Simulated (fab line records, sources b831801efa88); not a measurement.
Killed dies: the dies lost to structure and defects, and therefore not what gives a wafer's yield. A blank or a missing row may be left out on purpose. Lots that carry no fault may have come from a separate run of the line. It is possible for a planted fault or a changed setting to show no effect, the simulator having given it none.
Matching of chambers + flow sky130 + SKY_VIA4_HDPCVD_00 on hdpcvd-02 has 3 sister chambers
The step deposits SiO2, target thk 1750 nm, time 291.7 s. 6 wafers are shown with their chamber, then 8 later ones without.

## EACH WAFER AND ITS CHAMBER
| wafer  | chamber | run length s (s) |
|--------|---------|------------------|
| L605.1 | 1       | 320.5            |
| L605.6 | 2       | 320.3            |
| L606.1 | 0       | 319.7            |
| L606.3 | 1       | 320.3            |
| L606.4 | 2       | 319.3            |
| L613.2 | 0       | 319.9            |

## WAFERS WITHOUT THEIR CHAMBER
| wafer  | run length s (s) |
|--------|------------------|
| L613.4 | 320.4            |
| L613.5 | 319.7            |
| L615.3 | 319.4            |
| L615.4 | 320.0            |
| L615.6 | 319.9            |
| L614.1 | 319.7            |
| L614.5 | 319.8            |
| L614.6 | 320.0            |

## CHAMBER TAKEN BY EACH
| wafer  | from the rows above          | in truth |
|--------|------------------------------|----------|
| L613.4 | can't be placed: 1 or 2 or 0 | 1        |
| L613.5 | can't be placed: 0 or 2 or 1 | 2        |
| L615.3 | can't be placed: 0 or 2 or 1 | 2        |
| L615.4 | can't be placed: 2 or 0 or 1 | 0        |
| L615.6 | can't be placed: 2 or 0 or 1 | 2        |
| L614.1 | can't be placed: 0 or 2 or 1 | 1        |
| L614.5 | can't be placed: 2 or 0 or 1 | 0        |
| L614.6 | can't be placed: 2 or 0 or 1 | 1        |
0 of 8 placed correctly. These rows do not allow placing 8 (true chamber among the candidates in 8). 0 placed wrongly.
How it was worked out, from the rows above alone: a wafer's distance from a chamber is the root of the sum, over the readings, of the square of ((its reading less the chamber's mean) divided by the reading's scatter). The wafer belongs to the nearest chamber; if the next one is less than 2 further off, it can't be placed. The mean given for a chamber averages the wafers shown for that chamber. The scatter: the root of (the sum of the squares of (reading less its chamber's mean) over the shown wafers, divided by (wafers less chambers)).
